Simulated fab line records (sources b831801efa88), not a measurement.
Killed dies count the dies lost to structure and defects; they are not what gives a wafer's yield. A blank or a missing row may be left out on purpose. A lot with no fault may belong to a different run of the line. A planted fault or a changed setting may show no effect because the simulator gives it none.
A sampling plan put to the test    flow gf180mcu    each of the 17 faults these records tell of, on one fab line, judged from the records of the lots it struck
What counts as the plan is the set of the line's own looks, namely the steps on the route at which a gauge or an inspection reads a wafer and does not change it. A look can be judged if struck wafers have a number there and the file gives its usual mean and standard deviation on fault-free wafers. Caught: the struck wafers' mean, at a look after the fault's first step, is 4 or more of those standard deviations (sigma) away from the usual mean. On the tool: the fault's steps, tested the same way using the tool's own readings. It also counts as caught if the struck wafers ran another recipe or if their record alone is blank.

## THE FAULTS, as the simulator had put them in
1. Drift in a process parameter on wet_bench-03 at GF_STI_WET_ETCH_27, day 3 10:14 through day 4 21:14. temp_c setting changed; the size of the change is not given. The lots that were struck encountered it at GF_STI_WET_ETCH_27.
2. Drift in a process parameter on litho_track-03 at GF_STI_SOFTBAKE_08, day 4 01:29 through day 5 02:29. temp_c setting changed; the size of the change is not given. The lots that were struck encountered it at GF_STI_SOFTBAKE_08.
3. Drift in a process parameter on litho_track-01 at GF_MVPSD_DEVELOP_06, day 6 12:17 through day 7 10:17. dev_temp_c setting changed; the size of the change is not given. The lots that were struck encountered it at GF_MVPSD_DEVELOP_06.
4. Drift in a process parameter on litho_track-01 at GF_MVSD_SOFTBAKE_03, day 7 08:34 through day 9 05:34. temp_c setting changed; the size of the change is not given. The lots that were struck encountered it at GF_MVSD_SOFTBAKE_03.
5. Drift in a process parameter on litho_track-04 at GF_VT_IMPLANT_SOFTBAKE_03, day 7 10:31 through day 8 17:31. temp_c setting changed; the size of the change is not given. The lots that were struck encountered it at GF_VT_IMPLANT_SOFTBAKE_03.
6. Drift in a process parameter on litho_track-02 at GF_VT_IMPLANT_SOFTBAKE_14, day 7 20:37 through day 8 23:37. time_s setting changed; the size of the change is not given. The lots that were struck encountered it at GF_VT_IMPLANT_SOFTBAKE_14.
7. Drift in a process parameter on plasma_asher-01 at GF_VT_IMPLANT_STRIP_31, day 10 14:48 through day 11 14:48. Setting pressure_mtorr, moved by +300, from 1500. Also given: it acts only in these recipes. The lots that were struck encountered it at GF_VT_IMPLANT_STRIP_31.
8. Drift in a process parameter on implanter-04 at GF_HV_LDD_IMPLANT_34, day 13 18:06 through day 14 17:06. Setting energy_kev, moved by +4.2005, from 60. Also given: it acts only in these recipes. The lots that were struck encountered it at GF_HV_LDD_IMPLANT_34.
9. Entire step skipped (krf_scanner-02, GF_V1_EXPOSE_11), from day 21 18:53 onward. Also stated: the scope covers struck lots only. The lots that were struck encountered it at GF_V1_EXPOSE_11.
10. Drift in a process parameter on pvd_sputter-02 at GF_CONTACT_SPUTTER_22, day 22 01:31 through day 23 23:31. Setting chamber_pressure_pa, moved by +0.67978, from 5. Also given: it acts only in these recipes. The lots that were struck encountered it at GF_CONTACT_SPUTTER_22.
11. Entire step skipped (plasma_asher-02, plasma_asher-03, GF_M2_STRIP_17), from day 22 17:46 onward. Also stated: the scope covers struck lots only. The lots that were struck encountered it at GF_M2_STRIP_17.
12. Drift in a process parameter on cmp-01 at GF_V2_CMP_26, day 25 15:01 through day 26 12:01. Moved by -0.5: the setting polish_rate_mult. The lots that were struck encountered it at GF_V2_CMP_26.
13. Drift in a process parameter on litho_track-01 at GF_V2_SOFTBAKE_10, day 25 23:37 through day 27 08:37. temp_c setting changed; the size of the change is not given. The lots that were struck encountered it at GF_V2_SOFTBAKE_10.
14. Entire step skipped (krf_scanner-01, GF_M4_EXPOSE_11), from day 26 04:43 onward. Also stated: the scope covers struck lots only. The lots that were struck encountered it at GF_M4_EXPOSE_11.
15. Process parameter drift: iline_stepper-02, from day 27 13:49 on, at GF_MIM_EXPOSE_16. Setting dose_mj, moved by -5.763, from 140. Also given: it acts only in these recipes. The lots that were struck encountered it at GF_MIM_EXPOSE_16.
16. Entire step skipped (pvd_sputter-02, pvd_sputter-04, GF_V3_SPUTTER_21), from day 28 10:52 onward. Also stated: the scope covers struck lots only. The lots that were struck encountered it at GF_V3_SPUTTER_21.
17. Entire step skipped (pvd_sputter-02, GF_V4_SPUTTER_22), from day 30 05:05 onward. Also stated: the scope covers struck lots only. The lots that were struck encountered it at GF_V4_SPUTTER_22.

## WHAT THE PLAN SAW
fault  on the tool itself                                first look that catches it                       reading, sigma  median hours from its first step to that look  hours from the fault's start to the first struck lot there  judged looks passed uncaught
1      temp_c -20 sigma                                  none of the 2 looks that can be judged after it  -               -                                              -                                                           2
2      plate_sensor_t_edge_C +99 or beyond sigma         GF_STI_CD_MEAS_12                                cd_nm -20       7.2                                            9                                                           0
3      developer_temp_C -9.5 sigma                       not the one look that can be judged after it     -               -                                              -                                                           1
4      plate_temp_C +12 sigma                            none of the 2 looks that can be judged after it  -               -                                              -                                                           2
5      heater_power_total_W +30 sigma                    none of the 2 looks that can be judged after it  -               -                                              -                                                           2
6      run_length_s +51 sigma                            none of the 2 looks that can be judged after it  -               -                                              -                                                           2
7      chamber_pressure_mTorr +99 or beyond sigma        not the one look that can be judged after it     -               -                                              -                                                           1
8      beam_energy_keV +99 or beyond sigma               no look after it can be judged                   -               -                                              -                                                           0
9      no reading that can be judged                     no look after it can be judged                   -               -                                              -                                                           0
10     chamber_pressure_pa +68 sigma                     not the one look that can be judged after it     -               -                                              -                                                           1
11     the tool's record is blank for the struck wafers  no look after it can be judged                   -               -                                              -                                                           0
12     overpolish_run_s -99 or beyond sigma              no look after it can be judged                   -               -                                              -                                                           0
13     heater_power_total_W +18 sigma                    no look after it can be judged                   -               -                                              -                                                           0
14     no reading that can be judged                     no look after it can be judged                   -               -                                              -                                                           0
15     exposure_dose_mJ_cm2 -43 sigma                    no look after it can be judged                   -               -                                              -                                                           0
16     the tool's record is blank for the struck wafers  no look after it can be judged                   -               -                                              -                                                           0
17     the tool's record is blank for the struck wafers  no look after it can be judged                   -               -                                              -                                                           0
Dash: fault not caught, or number not given in these records.

Caught at a look: 1 of 17. Caught on the tool: 15 of 17. By one or the other: 15 of 17.
Faults caught by the tool alone: 1, 3, 4, 5, 6, 7, 8, 10, 11, 12, 13, 15, 16, 17.
Caught by neither: faults 9, 14.

## THINNER SAMPLING
In the worst case, this is how late the first struck lot would be measured if the look that catches a fault measured only every second or every third lot, by lot number:
fault  struck lots at that look, in order of time  every lot  every second lot  every third lot
2      L197, L199, L201                            9 h        may miss all 3    31 h
Hours count from the start of the fault until the first struck lot that is measured. Since the struck wafers were tested as one group against 4 sigma, a single lot by itself may lie under the limit. Other struck lots may not be in these records.

## THE LONGEST TIMED WAY FROM STEP TO LOOK
Fault 2: median gap of 7.2 hours between GF_STI_SOFTBAKE_08 and GF_STI_CD_MEAS_12. No look between them can be judged.
